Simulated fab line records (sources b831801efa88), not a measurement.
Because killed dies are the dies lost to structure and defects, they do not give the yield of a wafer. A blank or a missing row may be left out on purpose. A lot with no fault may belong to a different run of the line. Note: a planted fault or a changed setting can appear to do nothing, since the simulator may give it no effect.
Which of the tools did it? ; flow gf180mcu ; Sampling: 13 lots, 39 wafers, 5 of 602 route steps

WHAT EACH GAUGE READ, for each wafer
GF_POLY_GATE_THK_MEAS_01. Usual: POLY_GATE_CVD_00_THK typically reads 200.3 nm, with standard deviation 1.9.
lot;measured;on;POLY_GATE_CVD_00_THK (nm);flag
L710;day 8 22:02;film-metro-04;201.5 203.1 202.4;
L711;day 8 23:26;film-metro-02;200.7 202.1 201.2;
L712;day 9 04:52;film-metro-04;393.4 392.6 392.5 393.2 392.8 392.2;OFF
L713;day 9 12:47;film-metro-01;397.0 396.5 395.2 397.1 396.2 395.3;OFF
L714;day 9 16:16;film-metro-02;394.6 394.6 394.9 394.8 394.9 395.2;OFF
L722;day 12 05:55;film-metro-02;199.4 198.4 200.1;
L723;day 12 10:40;film-metro-01;197.8 197.9 198.9;
L724;day 12 16:29;film-metro-01;196.9 197.6 196.4;
L725;day 13 03:37;film-metro-04;201.2 200.4 200.2;
L726;day 13 05:11;film-metro-01;201.4 200.4 203.0;
L727;day 13 14:39;film-metro-01;199.2 198.2 200.0;
L731;day 15 08:44;film-metro-02;197.1 195.0 195.5;
L732;day 15 18:10;film-metro-04;199.9 199.2 200.0;

GF_M4_OVL_MEAS_15. Usual: M4_OVL typically reads 0 nm, with standard deviation 6.1.
lot;measured;on;M4_OVL (nm);flag
L710;day 23 19:32;overlay-02;-10 -10 3;
L711;day 24 02:01;overlay-02;4 0 4;
L722;day 27 18:53;overlay-01;12 15 10;
L723;day 27 20:58;overlay-02;-4 2 3;
L724;day 28 06:03;overlay-02;-1 -4 -2;
L725;day 28 18:01;overlay-01;-6 -11 -10;
L726;day 28 19:17;overlay-02;-1 5 1;
L727;day 29 01:22;overlay-01;-6 -1 3;
L731;day 30 14:40;overlay-02;9 6 3;
L732;day 31 02:11;overlay-02;4 3 4;

GF_MIM_THK_MEAS_11: measures by xrf. Usual: MIM_ALCU_THK typically reads 198.0 nm, with standard deviation 2.5.
lot;measured;on;MIM_ALCU_THK (nm);flag
L710;day 24 20:47;film-metro-04;201.7 201.4 201.6;
L711;day 25 03:37;film-metro-03;195.1 195.2 195.7;
L722;day 28 17:58;film-metro-03;197.9 197.8 199.2;
L723;day 28 20:10;film-metro-03;198.5 196.1 196.9;
L724;day 29 04:32;film-metro-01;195.9 195.3 197.0;
L725;day 29 16:15;film-metro-04;199.8 200.0 199.4;
L726;day 29 17:59;film-metro-01;197.4 197.8 196.2;
L727;day 30 00:04;film-metro-04;204.4 199.9 201.8;
L731;day 31 12:07;film-metro-01;194.3 196.1 196.0;
L732;day 31 22:31;film-metro-01;197.2 195.9 196.0;

WHAT TOOL EACH LOT RAN ON (gives the tool, then ch and the chambers of the sampled wafers, and finally the start)
lot;GF_POLY_GATE_CVD_00;GF_V4_ETCH_16
L710;lpcvd-01 ch 1, day 8 20:41;rie-diel-02 ch 1,2, day 24 18:52
L711;lpcvd-01 ch 0, day 8 22:05;rie-diel-02 ch 0,1,3, day 25 01:42
L712;lpcvd-01 ch 0, day 9 03:31;-
L713;lpcvd-01 ch 0, day 9 11:26;-
L714;lpcvd-01 ch 1, day 9 14:56;-
L722;lpcvd-02 ch 0, day 12 04:34;rie-diel-04 ch 0,2,3, day 28 16:04
L723;lpcvd-02 ch 0, day 12 09:19;rie-diel-02 ch 0,1,3, day 28 18:16
L724;lpcvd-01 ch 1, day 12 14:28;rie-diel-02 ch 2,3, day 29 02:37
L725;lpcvd-01 ch 1, day 13 02:17;rie-diel-02 ch 0,2,3, day 29 14:21
L726;lpcvd-02 ch 1, day 13 03:50;rie-diel-03 ch 0,1,2, day 29 16:06
L727;lpcvd-01 ch 0, day 13 13:19;rie-diel-02 ch 0,1,3, day 29 22:01
L731;lpcvd-01 ch 0, day 15 07:24;rie-diel-03 ch 0,1,3, day 31 10:07
L732;lpcvd-02 ch 0, day 15 16:49;rie-diel-04 ch 0,1,2, day 31 20:37
- GF_POLY_GATE_CVD_00: deposits poly-Si, target thk 200 nm, time 1200 s.
- GF_V4_ETCH_16: etches BARC in N2/H2.

WHAT THE TOOLS THEMSELVES READ (means of the sampled wafers that have a number; where no wafer has one, the mark that the record gives instead)
GF_POLY_GATE_CVD_00. Usual: spike-tc-bottom-C 640 C (standard deviation 3); spike-tc-centre-C 620.7 C (standard deviation 1.2); spike-tc-lower-C 619.8 C (standard deviation 0.95); spike-tc-top-C 637 C (standard deviation 3.1); spike-tc-upper-C 619.3 C (standard deviation 1.5); susceptor-temp-C 620.05 C (standard deviation 0.27); zone-power-bottom-pct 12.1 % (standard deviation 0.34).
lot;tool;spike-tc-bottom-C (C);spike-tc-centre-C (C);spike-tc-lower-C (C);spike-tc-top-C (C);spike-tc-upper-C (C);susceptor-temp-C (C);zone-power-bottom-pct (%);flag
L710;lpcvd-01;639;618.9;619.9;632;620.6;620.09;12.3;
L711;lpcvd-01;642;621.6;620.5;641;618.2;620.17;12.1;
L712;lpcvd-01;678;658.9;656.9;678;657.4;657.68;13.8;OFF
L713;lpcvd-01;678;660.0;657.8;678;657.7;657.60;13.6;OFF
L714;lpcvd-01;675;657.7;657.1;669;658.3;657.85;13.9;OFF
L722;lpcvd-02;643;621.6;620.9;636;618.2;620.01;12.1;
L723;lpcvd-02;644;621.0;619.0;634;618.5;620.09;12.2;
L724;lpcvd-01;638;620.0;619.7;632;620.1;619.69;12.4;
L725;lpcvd-01;639;619.6;618.7;634;620.8;619.98;12.4;
L726;lpcvd-02;636;619.0;619.4;637;619.2;619.81;11.4;
L727;lpcvd-01;641;621.6;619.8;641;619.2;620.11;12.1;
L731;lpcvd-01;641;620.8;618.9;641;620.0;619.81;12.1;
L732;lpcvd-02;644;621.0;620.0;635;618.0;619.84;12.2;

GF_V4_ETCH_16. Usual: drypump-motor-current-A 5.7 A, standard deviation 0.36; h2-flow-sccm 200.0 sccm, standard deviation 0.57; oes-product-au 0.854 a.u., standard deviation 0.0043; throttle-valve-pct 13.226 %, standard deviation 0.0091.
lot;tool;drypump-motor-current-A (A);h2-flow-sccm (sccm);oes-product-au (a.u.);throttle-valve-pct (%);flag
L710;rie-diel-02;6.2;199.9;0.855;13.229;
L711;rie-diel-02;5.7;200.2;0.851;13.226;
L722;rie-diel-04;5.8;200.0;0.855;13.217;
L723;rie-diel-02;5.7;200.0;0.857;13.221;
L724;rie-diel-02;6.1;200.3;0.860;13.222;
L725;rie-diel-02;6.0;200.5;0.851;13.228;
L726;rie-diel-03;5.3;199.0;0.854;13.231;
L727;rie-diel-02;5.7;200.4;0.855;13.221;
L731;rie-diel-03;5.3;199.6;0.850;13.233;
L732;rie-diel-04;5.9;199.3;0.850;13.220;

THE ANSWER, worked out from the rows above alone
Rule: a lot is off if the mean of its wafers that have a number lies more than 3 standard deviations from the usual mean. Also off: a lot with no number at a reading for which 4 or more lots have one. Where the step has rows for the other lots, those lots are counted as sound. Order of review: gauges by route order, followed by the tools' own readings, for which a lot's mean as printed above is used. At the first step where some lot is off, the reading lying furthest off is the one used; lots without a number count as furthest.
Off: L712, L713, L714, at GF_POLY_GATE_THK_MEAS_01 (POLY_GATE_CVD_00_THK).
A tool fits if, at a process step before that reading, it ran every lot that is off, and no sound lot after the first of them. The gauges at GF_POLY_GATE_THK_MEAS_01 aren't tried: what is off there is off at GF_POLY_GATE_CVD_00 too, on other tools, and a gauge's error can't cause that. Of those tried, none fits.

WHAT THE SIMULATOR HAD PUT IN
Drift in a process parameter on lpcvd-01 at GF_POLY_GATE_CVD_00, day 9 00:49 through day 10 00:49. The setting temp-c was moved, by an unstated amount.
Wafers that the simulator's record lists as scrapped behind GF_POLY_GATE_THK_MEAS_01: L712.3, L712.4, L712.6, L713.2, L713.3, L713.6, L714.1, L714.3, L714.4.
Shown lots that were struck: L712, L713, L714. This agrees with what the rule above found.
